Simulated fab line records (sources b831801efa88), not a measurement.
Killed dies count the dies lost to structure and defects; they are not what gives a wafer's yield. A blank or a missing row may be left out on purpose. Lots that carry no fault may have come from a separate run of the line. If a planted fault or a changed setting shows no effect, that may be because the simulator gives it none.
Split-lot experiment || flow sfq-line || route with 325 steps; 5 lots, 23 wafers read

SPLIT DETAILS
At SFQ_TRILAYER_M7_LITHO_PEB_180 (peb time 60 s), the setting peb-temp-c was moved away from the recipe's 115 C on 8 of the 23 wafers read, by -3.2% to +2.8%. For the rest of the wafers, this setting stayed at what the recipe calls for.

FROM THE SPLIT TO THE READING: what the file shows between them, 1 step
- SFQ_TRILAYER_M7_LITHO_DEVELOP_179: time 60 s

THE READING
M7.cd-nm (the simulator's own value, which no gauge read), in nm, at SFQ_TRILAYER_M7_BARC_OPEN_METAL_ETCH_229 (etches BARC in O2, target depth 125 nm, time 41.7 s). There is no usual value for it anywhere in the file. Average 499.1 nm, standard deviation 1.7 nm, over the 15 wafers here run with the recipe.

{"wafer": "L074.1", "tool, chamber at the split": "litho-track-01, 0", "peb-temp-c as run, C": 115, "against the recipe": "recipe", "M7.cd-nm, nm": 497.2, "against lot-mates on the recipe": "-"}
{"wafer": "L074.2", "tool, chamber at the split": "litho-track-01, 0", "peb-temp-c as run, C": 111.3, "against the recipe": "-3.2%", "M7.cd-nm, nm": 577.3, "against lot-mates on the recipe": "+78.4"}
{"wafer": "L074.4", "tool, chamber at the split": "litho-track-01, 0", "peb-temp-c as run, C": 115, "against the recipe": "recipe", "M7.cd-nm, nm": 499.8, "against lot-mates on the recipe": "-"}
{"wafer": "L074.5", "tool, chamber at the split": "litho-track-01, 0", "peb-temp-c as run, C": 111.3, "against the recipe": "-3.2%", "M7.cd-nm, nm": 577.2, "against lot-mates on the recipe": "+78.3"}
{"wafer": "L074.6", "tool, chamber at the split": "litho-track-01, 0", "peb-temp-c as run, C": 115, "against the recipe": "recipe", "M7.cd-nm, nm": 499.6, "against lot-mates on the recipe": "-"}
{"wafer": "L075.1", "tool, chamber at the split": "litho-track-03, 0", "peb-temp-c as run, C": 115, "against the recipe": "recipe", "M7.cd-nm, nm": 497.2, "against lot-mates on the recipe": "-"}
{"wafer": "L075.3", "tool, chamber at the split": "litho-track-03, 0", "peb-temp-c as run, C": 115, "against the recipe": "recipe", "M7.cd-nm, nm": 495.9, "against lot-mates on the recipe": "-"}
{"wafer": "L075.5", "tool, chamber at the split": "litho-track-03, 0", "peb-temp-c as run, C": 115, "against the recipe": "recipe", "M7.cd-nm, nm": 497.3, "against lot-mates on the recipe": "-"}
{"wafer": "L077.2", "tool, chamber at the split": "litho-track-01, 0", "peb-temp-c as run, C": 115, "against the recipe": "recipe", "M7.cd-nm, nm": 498.5, "against lot-mates on the recipe": "-"}
{"wafer": "L077.4", "tool, chamber at the split": "litho-track-01, 0", "peb-temp-c as run, C": 115, "against the recipe": "recipe", "M7.cd-nm, nm": 498.5, "against lot-mates on the recipe": "-"}
{"wafer": "L077.3", "tool, chamber at the split": "litho-track-01, 0", "peb-temp-c as run, C": 115, "against the recipe": "recipe", "M7.cd-nm, nm": 499.7, "against lot-mates on the recipe": "-"}
{"wafer": "L077.5", "tool, chamber at the split": "litho-track-01, 0", "peb-temp-c as run, C": 115, "against the recipe": "recipe", "M7.cd-nm, nm": 499.2, "against lot-mates on the recipe": "-"}
{"wafer": "L077.6", "tool, chamber at the split": "litho-track-01, 0", "peb-temp-c as run, C": 115, "against the recipe": "recipe", "M7.cd-nm, nm": 500, "against lot-mates on the recipe": "-"}
{"wafer": "L078.2", "tool, chamber at the split": "litho-track-01, 0", "peb-temp-c as run, C": 112.8, "against the recipe": "-1.9%", "M7.cd-nm, nm": 544, "against lot-mates on the recipe": "+41.9"}
{"wafer": "L078.3", "tool, chamber at the split": "litho-track-01, 0", "peb-temp-c as run, C": 112.8, "against the recipe": "-1.9%", "M7.cd-nm, nm": 544.1, "against lot-mates on the recipe": "+42.0"}
{"wafer": "L078.4", "tool, chamber at the split": "litho-track-01, 0", "peb-temp-c as run, C": 115, "against the recipe": "recipe", "M7.cd-nm, nm": 502.5, "against lot-mates on the recipe": "-"}
{"wafer": "L078.5", "tool, chamber at the split": "litho-track-01, 0", "peb-temp-c as run, C": 112.8, "against the recipe": "-1.9%", "M7.cd-nm, nm": 544.4, "against lot-mates on the recipe": "+42.2"}
{"wafer": "L078.6", "tool, chamber at the split": "litho-track-01, 0", "peb-temp-c as run, C": 115, "against the recipe": "recipe", "M7.cd-nm, nm": 501.8, "against lot-mates on the recipe": "-"}
{"wafer": "L082.1", "tool, chamber at the split": "litho-track-03, 0", "peb-temp-c as run, C": 115, "against the recipe": "recipe", "M7.cd-nm, nm": 500.2, "against lot-mates on the recipe": "-"}
{"wafer": "L082.2", "tool, chamber at the split": "litho-track-03, 0", "peb-temp-c as run, C": 118.2, "against the recipe": "+2.8%", "M7.cd-nm, nm": 447.9, "against lot-mates on the recipe": -51.6}
{"wafer": "L082.4", "tool, chamber at the split": "litho-track-03, 0", "peb-temp-c as run, C": 118.2, "against the recipe": "+2.8%", "M7.cd-nm, nm": 447.9, "against lot-mates on the recipe": -51.6}
{"wafer": "L082.6", "tool, chamber at the split": "litho-track-03, 0", "peb-temp-c as run, C": 118.2, "against the recipe": "+2.8%", "M7.cd-nm, nm": 447.9, "against lot-mates on the recipe": -51.6}
{"wafer": "L082.3", "tool, chamber at the split": "litho-track-03, 0", "peb-temp-c as run, C": 115, "against the recipe": "recipe", "M7.cd-nm, nm": 498.8, "against lot-mates on the recipe": "-"}

FIT RESULTS
A straight line over all 23 wafers: M7.cd-nm changes by -21.5 nm for each +1% of peb-temp-c; r = -0.99; the points scatter about the line by 4 nm.
The same after taking each lot's own level away (the mean of its wafers on the recipe; 23 wafers): -21.3 nm for each +1%; r = -0.99; scatter 3.7 nm.
That fit puts the effect of the largest move of peb-temp-c on the reading at 68 nm.
The lots' own levels span 496.80 to 502.15 nm, that is 3.1 times the standard deviation above.
Consequently the slope shifts little with the lot-to-lot level, the two slopes agreeing.
Check: for one of the wafers moved furthest among these (-3.2%), held out of the fit, the line's prediction against its lot-mates is +68.3 nm. It came out at +78.4 nm against them.

OTHER SPLITS ON THESE WAFERS
Other splits were also applied to these wafers ahead of the reading. Each is held against what the fit with the lots' levels taken away leaves over:
{"other split on the same wafers": "SFQ_TRILAYER_I6_VIA_BARC_OPEN_VIA_ETCH_235 time-s", "wafers away from the commonest value": 12, "r with M7.cd-nm (lot level and that fit taken away)": "+0.41"}

FILE'S OWN FIT
M7.cd-nm changes by -21.9 nm for each +1% of peb-temp-c, r = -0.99.
